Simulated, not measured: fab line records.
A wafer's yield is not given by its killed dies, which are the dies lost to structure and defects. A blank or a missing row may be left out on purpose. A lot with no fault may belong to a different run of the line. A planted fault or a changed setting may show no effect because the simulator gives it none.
What tool caused it? + flow gf180mcu + route of 602 steps, sampled at 1 step: 7 lots, 20 wafers

WHAT THE GAUGES SHOWED, per wafer
GF_DUAL_GATE_OVL_MEAS_11.
| lot  | measured     | on         | DUAL_GATE_OVL (nm) |
|------|--------------|------------|--------------------|
| L876 | day 8 13:14  | overlay-02 | 0.2 0.0 -1.2       |
| L882 | day 10 11:09 | overlay-01 | -2.4 -1.4          |
| L888 | day 11 23:56 | overlay-02 | 1.4 1.4 -1.1       |
| L891 | day 12 19:17 | overlay-02 | -2.0 -1.2 0.4      |
| L894 | day 14 07:08 | overlay-02 | 0.3 -2.0 -1.7      |
| L896 | day 14 13:03 | overlay-02 | 0.4 1.9 -1.2       |
| L898 | day 15 05:17 | overlay-01 | 0.1 -1.8 1.1       |

WHICH TOOL RAN EACH LOT (tool, then ch and the chambers of the sampled wafers, then the start)
There is no process step in the record ahead of these readings.

THE ANSWER, worked out from the rows above alone
Rule: what is usual is taken from the lots themselves. Put in order of their means at a reading, lots are off if they are a third of the lots or fewer, leave a main group of 4 or more, and stand apart from it by a gap of 3 or more times the standard deviation of the main group's means; of several such gaps the widest counts. A main group is skipped when, at the precision printed for the reading in the tables above, its means are all equal. Also off: a lot with no number at a reading for which 4 or more lots have one. All remaining lots with rows at the step are treated as sound.
Nothing can be told from this: no lot is off at any reading shown.

WHAT HAD BEEN PUT IN BY THE SIMULATOR
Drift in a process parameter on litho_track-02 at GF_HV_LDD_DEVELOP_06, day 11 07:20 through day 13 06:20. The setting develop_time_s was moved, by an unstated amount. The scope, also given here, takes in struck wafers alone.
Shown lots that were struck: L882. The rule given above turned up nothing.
